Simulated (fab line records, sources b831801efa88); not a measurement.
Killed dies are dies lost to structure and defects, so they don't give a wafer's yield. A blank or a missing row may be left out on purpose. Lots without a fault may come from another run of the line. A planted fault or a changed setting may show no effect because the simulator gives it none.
A struck lot beside a sound one | flow gf180mcu | 14 steps out of a route of 602
Sound: wafers L810.4, L810.5, L810.6. Struck: wafer L828.2. (L828.3, L828.6 of the same lot were not struck and are left out.) The cause comes at the end.
At each step with rows: each side's tool, then ch and its chambers, then its first start. Under that, the readings that differ: sound wafers | struck wafers | difference of the means | sigmas: that difference in standard deviations of wafers without a fault.
alike: readings whose means differ by less than 2 such deviations, and words and numbers that are the same on both sides. not compared: withheld readings, readings that some wafer has no value for, bounds like >300 that may hide the same value, and numbers for which the record gives no deviation and whose values overlap.
The two part at a step that has a row with sigmas, a row that says differs or no value, or rows on one side only. Numbers that don't overlap but have no deviation are shown without sigmas and don't part them. A reading that every wafer of one side lacks parts them only if that side has two wafers or more.

GF_V3_OVL_MEAS_15:
  sound on overlay-01, day 22 05:08; struck on overlay-02, day 28 06:44
  alike: V3_OVL
GF_V3_ETCH_16: etches BARC in N2/H2.
  sound on rie_diel-01 ch 0,1,2, day 22 05:10; struck on rie_diel-01 ch 3, day 28 06:46
  alike: chamber_pressure_mTorr, drypump_motor_current_A, n2_flow_sccm, oes_product_au, throttle_valve_pct
then, 1 step without rows for these wafers: GF_V3_ETCH_17 (etches SiO2 in C4F8/O2/Ar, stops on TiN, target depth 635 nm).
GF_V3_STRIP_18: strips in O2/N2.
  sound on plasma_asher-01 ch 0,1, day 22 05:19; struck on plasma_asher-04 ch 0, day 28 06:53
  reading                | sound             | struck | difference                   | sigmas
  n2_flow_sccm (sccm)    | 300.2 299.7 298.7 | 301.8  | +2.3                         | +2
  rf_hours_counter_h (h) | - - -             | 24     | no value on the sound wafers |
  alike: chamber_pressure_mTorr, drypump_motor_current_A, heater_power_w, oes_product_au
then, 2 steps without rows for these wafers: GF_V3_STRIP_19 (strips in post etch residue remover, time 1200 s); GF_V3_CLEAN_20 (cleans in DIW).
GF_V3_SPUTTER_21: material Ti, target thk 15 nm, time 80.02 s.
  sound on pvd_sputter-04, day 22 05:50; struck on pvd_sputter-03, day 28 07:52
  alike: throttle_valve_pct
then, 1 step without rows for these wafers: GF_V3_SPUTTER_22 (material TiN, target thk 10 nm, time 40 s).
GF_V3_CVD_23: deposits W, target thk 350 nm, time 104.9 s.
  sound on cvd_w-01 ch 0,1, day 22 05:58; struck on cvd_w-01 ch 0, day 28 07:59
  alike: heater_power_w
GF_V3_RS_MEAS_24: measures by four-point-probe.
  sound on film_metro-04, day 22 06:06; struck on film_metro-03, day 28 08:12
  alike: V3_W_RS
GF_V3_THK_MEAS_25: measures by xrf.
  sound on film_metro-04, day 22 06:11; struck on film_metro-03, day 28 08:19
  reading       | sound       | struck | difference | sigmas
  V3_W_THK (nm) | 358 356 353 | 343    | -13        | -2
GF_V3_CMP_26: polishes, stops on SiO2, t overpolish 15 s, target thk 0 nm.
  sound on cmp-02 ch 0,3, day 22 06:16; struck on cmp-01 ch 0, day 28 08:22
  reading                    | sound             | struck | difference | sigmas
  slurry_filter_dp_kPa (kPa) | 13.49 13.55 13.55 | 13.88  | +0.35      | +2
  alike: motor_current_A, overpolish_run_s, time_to_endpoint_s
GF_M4_SPUTTER_00: material Ti, target thk 37.5 nm, time 150 s.
  sound on pvd_sputter-01, day 22 06:31; struck on pvd_sputter-03, day 28 08:40
  reading                               | sound             | struck | difference | sigmas
  model.Ti_of_M4_SPUTTER_00.thk_nm (nm) | 38.03 37.27 37.66 | 49.56  | +11.91     |
  alike: throttle_valve_pct
then, 1 step without rows for these wafers: GF_M4_SPUTTER_01 (material TiN, target thk 30 nm, time 25 s).

WHERE THEY PART
First at GF_V3_STRIP_18; last, within this record, at GF_V3_CMP_26. Later steps at which nothing parts them and some readings are alike: GF_M4_SPUTTER_00.

WHY: what the simulator had put in
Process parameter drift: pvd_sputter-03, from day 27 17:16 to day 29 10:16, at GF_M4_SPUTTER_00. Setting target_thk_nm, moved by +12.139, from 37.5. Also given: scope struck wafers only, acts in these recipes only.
